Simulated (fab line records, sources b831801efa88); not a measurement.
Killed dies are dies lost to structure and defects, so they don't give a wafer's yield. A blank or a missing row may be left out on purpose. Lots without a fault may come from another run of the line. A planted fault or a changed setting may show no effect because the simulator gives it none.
Which tool did it? | flow sky130 | 12 lots, 36 wafers sampled, at 6 steps of a route of 708

WHAT THE GAUGES READ, wafer by wafer
SKY_NWELL_OVL_MEAS_23. Usual: NWELL_01_OVL 0.0 nm, standard deviation 1.4.
lot  | measured     | on         | NWELL_01_OVL (nm) | flag
L779 | day 5 07:37  | overlay-01 | -1.6 -1.4 -1.8    |
L780 | day 5 13:47  | overlay-01 | 0.0 1.2 -2.2      |
L782 | day 6 05:02  | overlay-02 | 2.7 2.7 1.0       |
L790 | day 8 00:41  | overlay-01 | -1.9 0.6 -1.2     |
L791 | day 8 07:10  | overlay-02 | -1.6 -0.1 -0.8    |
L792 | day 8 12:49  | overlay-01 | -2.3 -1.9 -1.6    |
L793 | day 8 19:59  | overlay-02 | -0.8 1.0 1.4      |
L795 | day 9 14:04  | overlay-01 | -1.0 -0.5 0.5     |
L797 | day 10 03:14 | overlay-02 | -1.3 2.3 -1.2     |
L798 | day 10 04:32 | overlay-02 | 0.1 1.3 0.2       |
L799 | day 10 11:38 | overlay-01 | 0.1 -0.9 -0.4     |
L801 | day 10 23:47 | overlay-01 | 0.6 0.0 -2.3      |

SKY_VT_ADJUST_LVTN_OVL_MEAS_07. Usual: VT_ADJUST_LVTN_OVL 0.1 nm, standard deviation 1.3.
lot  | measured     | on         | VT_ADJUST_LVTN_OVL (nm) | flag
L779 | day 6 22:02  | overlay-02 | -0.9 1.3 0.3            |
L780 | day 7 03:22  | overlay-01 | 0.1 -0.2 -0.7           |
L782 | day 7 21:37  | overlay-02 | -0.3 0.9 2.0            |
L790 | day 9 20:13  | overlay-02 | - 1.7 2.0               |
L791 | day 10 03:35 | overlay-01 | 1.1 0.4 -1.4            |
L792 | day 10 08:22 | overlay-02 | - 0.7 -                 |
L793 | day 10 17:02 | overlay-02 | 1.2 1.2 1.1             |
L795 | day 11 13:23 | overlay-02 | -1.8 -1.9 -2.2          |
L797 | day 12 02:56 | overlay-02 | 0.8 -1.4 -0.7           |
L798 | day 12 03:41 | overlay-02 | 0.8 0.7 1.7             |
L799 | day 12 11:17 | overlay-01 | -1.9 -0.8 -1.8          |
L801 | day 12 23:53 | overlay-02 | -0.6 0.4 -0.1           |

SKY_VT_ADJUST_LVTN_TW_MEAS_10. Usual: VT_ADJUST_LVTN_TW 239.7, standard deviation 1.4.
lot  | measured     | on            | VT_ADJUST_LVTN_TW | flag
L779 | day 6 22:19  | film_metro-02 | 238.5 240.8 237.8 |
L780 | day 7 03:40  | film_metro-02 | 238.2 237.6 238.9 |
L782 | day 7 21:55  | film_metro-03 | 240.4 241.3 240.1 |
L790 | day 9 20:31  | film_metro-02 | 29.6 237.7 240.2  | OFF
L791 | day 10 03:52 | film_metro-02 | 239.8 238.7 239.8 |
L792 | day 10 08:43 | film_metro-02 | 29.7 238.1 29.7   | OFF
L793 | day 10 17:19 | film_metro-04 | 240.5 240.8 240.9 |
L795 | day 11 13:40 | film_metro-03 | 241.0 239.9 241.1 |
L797 | day 12 03:13 | film_metro-02 | 238.2 239.0 238.7 |
L798 | day 12 03:58 | film_metro-03 | 240.1 241.6 241.7 |
L799 | day 12 11:34 | film_metro-04 | 240.1 240.3 240.1 |
L801 | day 13 00:10 | film_metro-03 | 240.6 241.6 240.7 |

WHICH TOOL RAN EACH LOT (tool, then ch and the chambers of the sampled wafers, then the start)
lot  | SKY_VT_ADJUST_HVTP_STRIP_10          | SKY_VT_ADJUST_LVTN_DEVELOP_06     | SKY_VT_ADJUST_LVTN_STRIP_09
L779 | plasma_asher-01 ch 0, day 6 03:50    | litho_track-02 ch 0, day 6 21:00  | plasma_asher-01 ch 0,1, day 6 22:13
L780 | plasma_asher-04 ch 0,1, day 6 09:17  | litho_track-03 ch 0, day 7 03:00  | plasma_asher-02 ch 0,1, day 7 03:33
L782 | plasma_asher-03 ch 0,1, day 7 01:28  | litho_track-03 ch 0, day 7 21:00  | plasma_asher-02 ch 0,1, day 7 21:50
L790 | plasma_asher-03 ch 0,1, day 8 22:40  | litho_track-03 ch 0, day 9 20:00  | plasma_asher-02 ch 0,1, day 9 20:24
L791 | plasma_asher-01 ch 0,1, day 9 05:20  | litho_track-01 ch 0, day 10 03:00 | plasma_asher-01 ch 0,1, day 10 03:46
L792 | plasma_asher-04 ch 0,1, day 9 10:43  | litho_track-03 ch 0, day 10 08:00 | plasma_asher-01 ch 0,1, day 10 08:37
L793 | plasma_asher-04 ch 0,1, day 9 18:41  | litho_track-01 ch 0, day 10 16:00 | plasma_asher-01 ch 0,1, day 10 17:13
L795 | plasma_asher-04 ch 0,1, day 10 13:20 | litho_track-02 ch 0, day 11 13:00 | plasma_asher-01 ch 0,1, day 11 13:34
L797 | plasma_asher-03 ch 0,1, day 11 02:59 | litho_track-01 ch 0, day 12 02:00 | plasma_asher-02 ch 0,1, day 12 03:07
L798 | plasma_asher-01 ch 0,1, day 11 03:40 | litho_track-02 ch 0, day 12 03:00 | plasma_asher-02 ch 0,1, day 12 03:52
L799 | plasma_asher-01 ch 0,1, day 11 11:32 | litho_track-02 ch 0, day 12 11:00 | plasma_asher-01 ch 0,1, day 12 11:28
L801 | plasma_asher-03 ch 0,1, day 11 23:38 | litho_track-01 ch 0, day 12 23:00 | plasma_asher-02 ch 0,1, day 13 00:04
- SKY_VT_ADJUST_HVTP_STRIP_10: strips in O2/N2.
- SKY_VT_ADJUST_LVTN_DEVELOP_06: develop time 60 s.
- SKY_VT_ADJUST_LVTN_STRIP_09: strips in O2/N2.

WHAT THE TOOLS THEMSELVES READ (means of the sampled wafers that have a number; where no wafer has one, the mark that the record gives instead)
SKY_VT_ADJUST_HVTP_STRIP_10. Usual: drypump_motor_current_A 5.5 A, standard deviation 0.35; oes_product_au 0.715 a.u., standard deviation 0.0048; strip_time_to_endpoint_s 14.17 s, standard deviation 0.043.
lot  | tool            | drypump_motor_current_A (A) | oes_product_au (a.u.) | strip_time_to_endpoint_s (s) | flag
L779 | plasma_asher-01 | 5.5                         | 0.716                 | 14.18                        |
L780 | plasma_asher-04 | 5.7                         | 0.715                 | 14.12                        |
L782 | plasma_asher-03 | 5.0                         | 0.714                 | 14.20                        |
L790 | plasma_asher-03 | 5.1                         | 0.715                 | 14.17                        |
L791 | plasma_asher-01 | 5.5                         | 0.717                 | 14.11                        |
L792 | plasma_asher-04 | 5.7                         | 0.715                 | 14.26                        |
L793 | plasma_asher-04 | 5.7                         | 0.710                 | 14.17                        |
L795 | plasma_asher-04 | 5.8                         | 0.715                 | 14.13                        |
L797 | plasma_asher-03 | 5.1                         | 0.712                 | 14.21                        |
L798 | plasma_asher-01 | 5.7                         | 0.721                 | 14.17                        |
L799 | plasma_asher-01 | 5.6                         | 0.719                 | 14.19                        |
L801 | plasma_asher-03 | 5.1                         | 0.710                 | 14.17                        |

SKY_VT_ADJUST_LVTN_STRIP_09. Usual: drypump_motor_current_A 5.7 A, standard deviation 0.35; oes_product_au 0.722 a.u., standard deviation 0.0041; strip_time_to_endpoint_s 36.91 s, standard deviation 0.083.
lot  | tool            | drypump_motor_current_A (A) | oes_product_au (a.u.) | strip_time_to_endpoint_s (s) | flag
L779 | plasma_asher-01 | 5.8                         | 0.723                 | 36.97                        |
L780 | plasma_asher-02 | 5.5                         | 0.722                 | 36.91                        |
L782 | plasma_asher-02 | 5.5                         | 0.720                 | 36.83                        |
L790 | plasma_asher-02 | 5.9                         | 0.721                 | 36.90                        |
L791 | plasma_asher-01 | 5.8                         | 0.720                 | 37.05                        |
L792 | plasma_asher-01 | 5.6                         | 0.722                 | 36.98                        |
L793 | plasma_asher-01 | 5.6                         | 0.723                 | 36.85                        |
L795 | plasma_asher-01 | 5.6                         | 0.720                 | 36.92                        |
L797 | plasma_asher-02 | 5.9                         | 0.719                 | 36.87                        |
L798 | plasma_asher-02 | 5.9                         | 0.723                 | 36.91                        |
L799 | plasma_asher-01 | 5.6                         | 0.724                 | 36.94                        |
L801 | plasma_asher-02 | 5.6                         | 0.722                 | 36.84                        |

THE ANSWER, worked out from the rows above alone
Rule: a lot is off if the mean of its wafers that have a number lies more than 3 standard deviations from the usual mean. A lot without any number at a reading at which 4 lots or more have one is off too. The other lots that the step has rows for count as sound. The gauges are gone through in route order, then the tools' own readings, and for those a lot's mean is taken as printed above. The first step at which some lot is off is used, and at that step the reading that is off furthest; a lot without a number counts as furthest.
Off: L790, L792, at SKY_VT_ADJUST_LVTN_TW_MEAS_10 (VT_ADJUST_LVTN_TW).
A tool fits if, at a process step before that reading, it ran every lot that is off, and no sound lot after the first of them. The gauges at SKY_VT_ADJUST_LVTN_TW_MEAS_10 are tried like those tools. One fits: litho_track-03 at SKY_VT_ADJUST_LVTN_DEVELOP_06. Its last sound lot is L782 (day 7 21:00), its first lot that is off L790 (day 9 20:00): a fault that began between those two fits.

WHAT THE SIMULATOR HAD PUT IN
Process parameter drift: litho_track-03, from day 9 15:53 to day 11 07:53, at SKY_VT_ADJUST_LVTN_DEVELOP_06. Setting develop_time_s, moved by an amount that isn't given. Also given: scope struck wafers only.
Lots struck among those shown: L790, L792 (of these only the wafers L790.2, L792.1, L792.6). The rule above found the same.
